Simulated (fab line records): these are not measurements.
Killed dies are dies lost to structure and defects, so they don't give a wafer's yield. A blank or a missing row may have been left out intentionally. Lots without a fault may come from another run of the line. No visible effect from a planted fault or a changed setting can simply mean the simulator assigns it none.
What tool caused it? + flow sky130 + 10 lots, 30 wafers sampled, at 3 steps of a route of 708

WHAT THE GAUGES READ, wafer by wafer
SKY_LOCAL_INTERCONNECT_RS_MEAS_01: measures by four-point-probe.
| lot  | measured     | on            | LOCAL_INTERCONNECT_TIN_RS (ohm/sq) |
|------|--------------|---------------|------------------------------------|
| L117 | day 29 05:34 | film-metro-02 | 14.15 14.10 14.43                  |
| L122 | day 31 04:40 | film-metro-03 | 14.19 13.98 13.94                  |
| L130 | day 33 16:54 | film-metro-02 | 14.09 14.20 14.06                  |
| L131 | day 33 22:50 | film-metro-02 | 14.23 14.23 14.18                  |
| L132 | day 34 01:50 | film-metro-02 | 14.26 14.09 14.33                  |
| L134 | day 34 20:07 | film-metro-03 | 14.36 14.13 14.09                  |
| L136 | day 35 17:01 | film-metro-03 | 14.15 13.92 14.14                  |
| L137 | day 35 19:36 | film-metro-02 | 14.16 14.24 14.10                  |
| L138 | day 36 15:26 | film-metro-01 | 14.12 14.03 13.97                  |
| L140 | day 37 07:06 | film-metro-03 | 13.99 13.95 14.03                  |

SKY_METAL1_RS_MEAS_05: measures by four-point-probe.
| lot  | measured     | on            | METAL1_ALCU_RS (ohm/sq) |
|------|--------------|---------------|-------------------------|
| L117 | day 31 17:01 | film-metro-04 | 0.1257 0.1245 0.1242    |
| L122 | day 33 15:15 | film-metro-04 | 0.1281 0.1270 0.1247    |
| L130 | day 36 02:08 | film-metro-01 | 0.1284 0.1282 0.1284    |
| L131 | day 36 07:50 | film-metro-04 | 0.1266 0.1273 0.1261    |
| L132 | day 36 10:43 | film-metro-02 | 0.1273 0.1262 0.1272    |
| L134 | day 37 03:25 | film-metro-01 | 0.1299 0.1279 0.1288    |
| L136 | day 38 01:07 | film-metro-01 | 0.1261 0.1271 0.1265    |
| L137 | day 38 03:14 | film-metro-01 | 0.1273 0.1288 0.1268    |
| L138 | day 38 22:02 | film-metro-04 | 0.1268 0.1267 0.1266    |
| L140 | day 39 13:50 | film-metro-01 | 0.1277 0.1267 0.1262    |

SKY_METAL1_THK_MEAS_06: measures by xrf.
| lot  | measured     | on            | METAL1_ALCU_THK (nm) |
|------|--------------|---------------|----------------------|
| L117 | day 31 17:07 | film-metro-04 | 248 250 251          |
| L122 | day 33 15:22 | film-metro-04 | 246 248 252          |
| L130 | day 36 02:14 | film-metro-01 | 241 243 244          |
| L131 | day 36 07:57 | film-metro-04 | 247 247 248          |
| L132 | day 36 10:48 | film-metro-02 | 244 245 245          |
| L134 | day 37 03:32 | film-metro-01 | 239 242 240          |
| L136 | day 38 01:14 | film-metro-01 | 245 246 245          |
| L137 | day 38 03:21 | film-metro-01 | 245 241 246          |
| L138 | day 38 22:09 | film-metro-04 | 248 248 247          |
| L140 | day 39 13:57 | film-metro-01 | 241 243 248          |

WHICH TOOL RAN EACH LOT (tool, then ch and the chambers of the sampled wafers, then the start)
The record shows no process step preceding these readings.

AS READ BY THE TOOLS THEMSELVES (means over the sampled wafers that have a number; for cases with no such wafer, the mark the record gives instead)
The record holds no such reading with a usual standard deviation.

THE ANSWER, worked out from the rows above alone
Rule: usual is defined by the lots themselves. Put in order of their means at a reading, lots are off if they are a third of the lots or fewer, leave a main group of 4 or more, and stand apart from it by a gap of 3 or more times the standard deviation of the main group's means; of several such gaps the widest counts. A main group is skipped when, at the precision printed for the reading in the tables above, its means are all equal. A lot without any number at a reading at which 4 lots or more have one is off too. Where the step has rows for the other lots, those lots are counted as sound. The gauges are gone through in route order, then the tools' own readings, and for those a lot's mean is taken as printed above. The first step at which some lot is off is used, and at that step the reading that is off furthest; a lot without a number counts as furthest.
None of the lots is off at any reading shown; this tells nothing.

WHAT HAD BEEN PUT IN BY THE SIMULATOR
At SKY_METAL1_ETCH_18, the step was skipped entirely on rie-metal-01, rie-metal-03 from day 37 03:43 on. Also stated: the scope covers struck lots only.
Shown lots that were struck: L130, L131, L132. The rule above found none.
